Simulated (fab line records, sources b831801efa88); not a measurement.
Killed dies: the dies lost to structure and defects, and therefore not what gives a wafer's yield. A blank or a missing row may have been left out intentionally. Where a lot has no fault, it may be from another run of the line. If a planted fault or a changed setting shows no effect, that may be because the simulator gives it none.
Which of the tools did it? || flow sky130 || 36 wafers from 12 lots sampled at 4 of the route's 708 steps

WHAT THE GAUGES SHOWED, per wafer
SKY_NWELL_RS_MEAS_29: uses a four-point probe to measure.
{"lot": "L781", "measured": "day 5 10:40", "on": "film-metro-01", "NWELL_RS (ohm/sq)": "623.1 624.1 623.0"}
{"lot": "L782", "measured": "day 6 02:14", "on": "film-metro-04", "NWELL_RS (ohm/sq)": "624.7 624.9 624.2"}
{"lot": "L783", "measured": "day 6 03:00", "on": "film-metro-01", "NWELL_RS (ohm/sq)": "625.1 623.8 627.5"}
{"lot": "L784", "measured": "day 6 13:45", "on": "film-metro-02", "NWELL_RS (ohm/sq)": "622.1 621.5 621.9"}
{"lot": "L788", "measured": "day 7 03:43", "on": "film-metro-04", "NWELL_RS (ohm/sq)": "624.9 625.6 624.3"}
{"lot": "L793", "measured": "day 8 15:49", "on": "film-metro-01", "NWELL_RS (ohm/sq)": "625.5 624.9 625.2"}
{"lot": "L796", "measured": "day 9 07:33", "on": "film-metro-01", "NWELL_RS (ohm/sq)": "624.9 626.8 627.2"}
{"lot": "L799", "measured": "day 9 21:42", "on": "film-metro-01", "NWELL_RS (ohm/sq)": "624.1 624.9 625.6"}
{"lot": "L800", "measured": "day 10 12:55", "on": "film-metro-01", "NWELL_RS (ohm/sq)": "626.8 625.5 623.9"}
{"lot": "L801", "measured": "day 11 01:13", "on": "film-metro-04", "NWELL_RS (ohm/sq)": "623.5 624.4 623.3"}
{"lot": "L803", "measured": "day 11 12:58", "on": "film-metro-02", "NWELL_RS (ohm/sq)": "622.3 622.1 623.1"}
{"lot": "L802", "measured": "day 11 13:26", "on": "film-metro-04", "NWELL_RS (ohm/sq)": "624.0 623.4 623.6"}

SKY_VT_ADJUST_NCORE_TW_MEAS_11.
{"lot": "L781", "measured": "day 8 16:00", "on": "film-metro-03", "VT_ADJUST_NCORE_TW": "221.0 219.5 220.3"}
{"lot": "L782", "measured": "day 9 06:26", "on": "film-metro-04", "VT_ADJUST_NCORE_TW": "221.7 222.2 222.5"}
{"lot": "L783", "measured": "day 9 08:58", "on": "film-metro-04", "VT_ADJUST_NCORE_TW": "234.7 236.3 237.2"}
{"lot": "L784", "measured": "day 9 20:44", "on": "film-metro-02", "VT_ADJUST_NCORE_TW": "219.0 219.9 218.3"}
{"lot": "L788", "measured": "day 10 15:05", "on": "film-metro-03", "VT_ADJUST_NCORE_TW": "233.3 233.9 234.1"}
{"lot": "L793", "measured": "day 12 08:28", "on": "film-metro-03", "VT_ADJUST_NCORE_TW": "221.3 220.5 221.4"}
{"lot": "L796", "measured": "day 13 06:02", "on": "film-metro-03", "VT_ADJUST_NCORE_TW": "220.5 220.6 219.5"}
{"lot": "L799", "measured": "day 13 21:25", "on": "film-metro-03", "VT_ADJUST_NCORE_TW": "219.8 219.5 220.0"}
{"lot": "L800", "measured": "day 14 15:39", "on": "film-metro-03", "VT_ADJUST_NCORE_TW": "221.2 220.6 220.7"}
{"lot": "L801", "measured": "day 15 08:12", "on": "film-metro-04", "VT_ADJUST_NCORE_TW": "223.8 223.7 222.3"}
{"lot": "L803", "measured": "day 15 20:53", "on": "film-metro-03", "VT_ADJUST_NCORE_TW": "220.5 219.6 219.4"}
{"lot": "L802", "measured": "day 15 21:51", "on": "film-metro-03", "VT_ADJUST_NCORE_TW": "218.7 219.2 218.3"}

SKY_LOCAL_INTERCONNECT_CD_MEAS_11: target cd 170 nm.
{"lot": "L781", "measured": "day 30 05:55", "on": "cd-sem-02", "cd-nm (nm)": "167.8 168.6 168.2"}
{"lot": "L782", "measured": "day 30 19:07", "on": "cd-sem-01", "cd-nm (nm)": "169.5 169.1 168.8"}
{"lot": "L783", "measured": "day 31 01:04", "on": "cd-sem-02", "cd-nm (nm)": "167.8 168.1 169.4"}
{"lot": "L784", "measured": "day 31 16:04", "on": "cd-sem-01", "cd-nm (nm)": "168.2 169.2 168.6"}
{"lot": "L788", "measured": "day 32 18:29", "on": "cd-sem-01", "cd-nm (nm)": "169.4 169.5 168.9"}
{"lot": "L793", "measured": "day 34 13:41", "on": "cd-sem-01", "cd-nm (nm)": "172.3 171.4 172.9"}
{"lot": "L796", "measured": "day 35 09:14", "on": "cd-sem-02", "cd-nm (nm)": "168.9 169.2 170.2"}
{"lot": "L799", "measured": "day 35 22:39", "on": "cd-sem-01", "cd-nm (nm)": "170.8 169.7 168.7"}
{"lot": "L800", "measured": "day 36 21:54", "on": "cd-sem-02", "cd-nm (nm)": "169.6 170.3 168.3"}
{"lot": "L801", "measured": "day 37 08:43", "on": "cd-sem-02", "cd-nm (nm)": "172.8 172.8 171.2"}
{"lot": "L803", "measured": "day 37 17:02", "on": "cd-sem-02", "cd-nm (nm)": "171.9 172.3 171.3"}
{"lot": "L802", "measured": "day 38 02:38", "on": "cd-sem-01", "cd-nm (nm)": "167.1 166.3 166.5"}

WHAT TOOL EACH LOT RAN ON (gives the tool, then ch and the chambers of the sampled wafers, and finally the start)
{"lot": "L781", "SKY_VT_ADJUST_NCORE_IMPLANT_09": "implanter-04 ch 0, day 8 15:45"}
{"lot": "L782", "SKY_VT_ADJUST_NCORE_IMPLANT_09": "implanter-04 ch 0, day 9 06:12"}
{"lot": "L783", "SKY_VT_ADJUST_NCORE_IMPLANT_09": "implanter-04 ch 0, day 9 08:43"}
{"lot": "L784", "SKY_VT_ADJUST_NCORE_IMPLANT_09": "implanter-02 ch 0, day 9 20:29"}
{"lot": "L788", "SKY_VT_ADJUST_NCORE_IMPLANT_09": "implanter-04 ch 0, day 10 14:51"}
{"lot": "L793", "SKY_VT_ADJUST_NCORE_IMPLANT_09": "implanter-03 ch 0, day 12 08:13"}
{"lot": "L796", "SKY_VT_ADJUST_NCORE_IMPLANT_09": "implanter-03 ch 0, day 13 05:48"}
{"lot": "L799", "SKY_VT_ADJUST_NCORE_IMPLANT_09": "implanter-04 ch 0, day 13 21:12"}
{"lot": "L800", "SKY_VT_ADJUST_NCORE_IMPLANT_09": "implanter-04 ch 0, day 14 15:24"}
{"lot": "L801", "SKY_VT_ADJUST_NCORE_IMPLANT_09": "implanter-03 ch 0, day 15 07:57"}
{"lot": "L803", "SKY_VT_ADJUST_NCORE_IMPLANT_09": "implanter-02 ch 0, day 15 20:39"}
{"lot": "L802", "SKY_VT_ADJUST_NCORE_IMPLANT_09": "implanter-04 ch 0, day 15 21:38"}
- SKY_VT_ADJUST_NCORE_IMPLANT_09

AS READ BY THE TOOLS THEMSELVES (means over the sampled wafers that have a number; for cases with no such wafer, the mark the record gives instead)
SKY_VT_ADJUST_NCORE_IMPLANT_09.
{"lot": "L781", "tool": "implanter-04", "beam-energy-keV": 9.997}
{"lot": "L782", "tool": "implanter-04", "beam-energy-keV": 10.000}
{"lot": "L783", "tool": "implanter-04", "beam-energy-keV": 13.191}
{"lot": "L784", "tool": "implanter-02", "beam-energy-keV": 10.000}
{"lot": "L788", "tool": "implanter-04", "beam-energy-keV": 13.188}
{"lot": "L793", "tool": "implanter-03", "beam-energy-keV": 10.001}
{"lot": "L796", "tool": "implanter-03", "beam-energy-keV": 9.998}
{"lot": "L799", "tool": "implanter-04", "beam-energy-keV": 10.000}
{"lot": "L800", "tool": "implanter-04", "beam-energy-keV": 10.003}
{"lot": "L801", "tool": "implanter-03", "beam-energy-keV": 9.999}
{"lot": "L803", "tool": "implanter-02", "beam-energy-keV": 9.997}
{"lot": "L802", "tool": "implanter-04", "beam-energy-keV": 9.998}

THE ANSWER, worked out from the rows above alone
Rule: usual is defined by the lots themselves. The widest of any qualifying gaps counts: lots, ordered by their means at a reading, are off when they make up no more than a third of the lots, leave a main group of 4 or more, and stand apart from it by 3 or more times the standard deviation of that group's means. The tables above print the reading to a certain number of digits; a main group whose means all agree to those digits is not used. A lot without any number at a reading at which 4 lots or more have one is off too. Where the step has rows for the other lots, those lots are counted as sound. First the gauges in route order, then the tools' own readings, where a lot's mean is used as printed above. The first step at which some lot is off is used, and at that step the reading that is off furthest; a lot without a number counts as furthest.
Off: at SKY_VT_ADJUST_NCORE_TW_MEAS_11 (VT_ADJUST_NCORE_TW), L783, L788. Mean 220.5 and standard deviation 1.3 in the main group.
If a tool, at a process step before that reading, ran all the lots that are off and no sound lot after the first of them, it fits. Not tried: the gauges at SKY_VT_ADJUST_NCORE_TW_MEAS_11; whatever is off there is also off at SKY_VT_ADJUST_NCORE_IMPLANT_09, on other tools, and gauge error can't account for it. Of those tried, none fits.

WHAT WAS PUT IN BY THE SIMULATOR
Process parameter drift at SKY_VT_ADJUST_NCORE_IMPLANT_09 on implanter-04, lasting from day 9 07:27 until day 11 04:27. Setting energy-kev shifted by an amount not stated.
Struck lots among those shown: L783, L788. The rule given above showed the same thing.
